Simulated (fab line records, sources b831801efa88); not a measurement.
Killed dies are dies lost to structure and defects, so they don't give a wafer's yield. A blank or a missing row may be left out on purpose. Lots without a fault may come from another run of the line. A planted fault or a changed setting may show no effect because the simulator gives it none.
Chamber matching | flow gf180mcu | GF_PASSIVATION_CVD_02 on pecvd-04: 3 sister chambers
The step deposits Si3N4, target thk 700 nm, time 486.18 s. 16 wafers are shown with their chamber, then 8 later ones without.

WAFERS WITH THEIR CHAMBER
wafer  | chamber | heater_power_w (W)
L506.2 | 2       | 605
L506.3 | 1       | 718
L506.5 | 2       | 622
L508.1 | 1       | 829
L508.3 | 0       | 763
L508.6 | 0       | 792
L509.2 | 2       | 606
L509.5 | 2       | 628
L509.6 | 0       | 722
L521.2 | 2       | 574
L521.4 | 2       | 586
L521.5 | 0       | 861
L522.1 | 1       | 731
L522.3 | 2       | 589
L522.4 | 2       | 621
L523.1 | 2       | 576

SIGNATURES (means of the wafers above)
reading        | chamber 0 | chamber 1 | chamber 2 | scatter within a chamber
heater_power_w | 784.50    | 759.33    | 600.78    | 40.2
Rule: a wafer's distance from a chamber is the root of the sum, over the readings, of the square of ((its reading less the chamber's mean) divided by the reading's scatter). The wafer belongs to the nearest chamber; if the next one is less than 2 further off, it can't be placed. The scatter: the root of (the sum of the squares of (reading less its chamber's mean) over the shown wafers, divided by (wafers less chambers)).

WAFERS WITHOUT THEIR CHAMBER
wafer  | heater_power_w (W)
L523.4 | 850
L523.5 | 712
L526.4 | 511
L526.5 | 836
L526.6 | 871
L529.1 | 807
L529.2 | 781
L529.5 | 797

WHICH CHAMBER EACH WENT THROUGH
wafer  | from the rows above          | in truth
L523.4 | can't be placed: 0 or 1      | 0
L523.5 | can't be placed: 1 or 0 or 2 | 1
L526.4 | 2                            | 2
L526.5 | can't be placed: 0 or 1      | 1
L526.6 | can't be placed: 0 or 1      | 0
L529.1 | can't be placed: 0 or 1      | 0
L529.2 | can't be placed: 0 or 1      | 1
L529.5 | can't be placed: 0 or 1      | 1
Placed correctly: 1 of 8. Can't be placed from these rows: 7 (the true chamber is among the candidates in 7). Placed wrongly: 0.
